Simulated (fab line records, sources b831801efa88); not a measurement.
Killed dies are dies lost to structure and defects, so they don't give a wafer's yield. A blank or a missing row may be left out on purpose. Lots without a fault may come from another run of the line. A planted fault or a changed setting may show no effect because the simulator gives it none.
Chamber matching | flow sky130 | SKY_CONTACT_ETCH_17 on rie_diel-01: 4 sister chambers
The step etches SiO2 in C4F8/O2/Ar, stops on Si3N4, target depth 340 nm. 8 wafers are shown with their chamber, then 10 later ones without.

WAFERS WITH THEIR CHAMBER
wafer  | chamber | oes_product_au (a.u.)
L080.2 | 1       | 0.892
L084.2 | 3       | 0.888
L084.4 | 2       | 0.891
L086.2 | 1       | 0.892
L086.3 | 2       | 0.892
L086.6 | 0       | 0.888
L090.1 | 0       | 0.890
L090.2 | 3       | 0.905

WAFERS WITHOUT THEIR CHAMBER
wafer  | oes_product_au (a.u.)
L090.6 | 0.889
L091.2 | 0.894
L091.4 | 0.896
L091.5 | 0.888
L092.1 | 0.891
L092.2 | 0.887
L092.4 | 0.897
L096.1 | 0.885
L096.3 | 0.895
L096.5 | 0.898

WHICH CHAMBER EACH WENT THROUGH
wafer  | from the rows above               | in truth
L090.6 | can't be placed: 0 or 2 or 1 or 3 | 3
L091.2 | can't be placed: 1 or 2 or 3 or 0 | 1
L091.4 | can't be placed: 3 or 1 or 2 or 0 | 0
L091.5 | can't be placed: 0 or 2 or 1 or 3 | 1
L092.1 | can't be placed: 2 or 1 or 0 or 3 | 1
L092.2 | can't be placed: 0 or 2 or 1 or 3 | 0
L092.4 | can't be placed: 3 or 1 or 2 or 0 | 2
L096.1 | can't be placed: 0 or 2 or 1 or 3 | 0
L096.3 | can't be placed: 3 or 1 or 2 or 0 | 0
L096.5 | can't be placed: 3 or 1 or 2 or 0 | 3
Placed correctly: 0 of 10. Can't be placed from these rows: 10 (the true chamber is among the candidates in 10). Placed wrongly: 0.
How it was worked out, from the rows above alone: a wafer's distance from a chamber is the root of the sum, over the readings, of the square of ((its reading less the chamber's mean) divided by the reading's scatter). The wafer belongs to the nearest chamber; if the next one is less than 2 further off, it can't be placed. A chamber's mean is the mean of its shown wafers. The scatter: the root of (the sum of the squares of (reading less its chamber's mean) over the shown wafers, divided by (wafers less chambers)).
